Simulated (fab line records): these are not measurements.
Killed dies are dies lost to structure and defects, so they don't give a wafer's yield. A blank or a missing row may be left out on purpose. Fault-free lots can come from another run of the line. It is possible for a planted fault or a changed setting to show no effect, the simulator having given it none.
Chamber matching -- flow gf180mcu -- pecvd-01 running GF_V5_CVD_02: 3 sister chambers
The step deposits SiO2 from TEOS, target thk 1450 nm, time 163.28 s. 3 wafers are shown with their chamber, then 10 later ones without.

== WAFERS, EACH WITH ITS CHAMBER ==
wafer,chamber,heater_power_w (W)
L090.6,1,690
L094.2,2,653
L094.5,0,523

== WAFERS MISSING THEIR CHAMBER ==
wafer,heater_power_w (W)
L094.6,677
L093.1,635
L093.3,833
L093.5,652
L095.1,823
L095.2,511
L095.3,552
L095.4,674
L095.5,628
L095.6,621

== WHICH CHAMBER EACH WENT THROUGH ==
wafer,from the rows above,in truth
L094.6,can't be placed: 1 or 2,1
L093.1,can't be placed: 2 or 1 or 0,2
L093.3,can't be placed: 1 or 2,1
L093.5,can't be placed: 2 or 1 or 0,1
L095.1,can't be placed: 1 or 2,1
L095.2,0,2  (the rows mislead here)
L095.3,can't be placed: 0 or 2 or 1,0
L095.4,can't be placed: 1 or 2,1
L095.5,can't be placed: 2 or 1 or 0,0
L095.6,can't be placed: 2 or 1 or 0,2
Correctly placed: 0 of 10. These rows do not allow placing 9 (true chamber among the candidates in 9). Number placed wrongly: 1.
How it was worked out, from the rows above alone: a wafer's distance from a chamber is the root of the sum, over the readings, of the square of ((its reading less the chamber's mean) divided by the reading's scatter). If the next closest chamber is less than 2 further off than the closest, the wafer can't be placed; otherwise it belongs to the closest. Each chamber's mean is taken over the wafers shown for it. The scatter: with one shown wafer a chamber, the root of the mean of the squares of how far each hidden wafer lies from its nearest shown one.
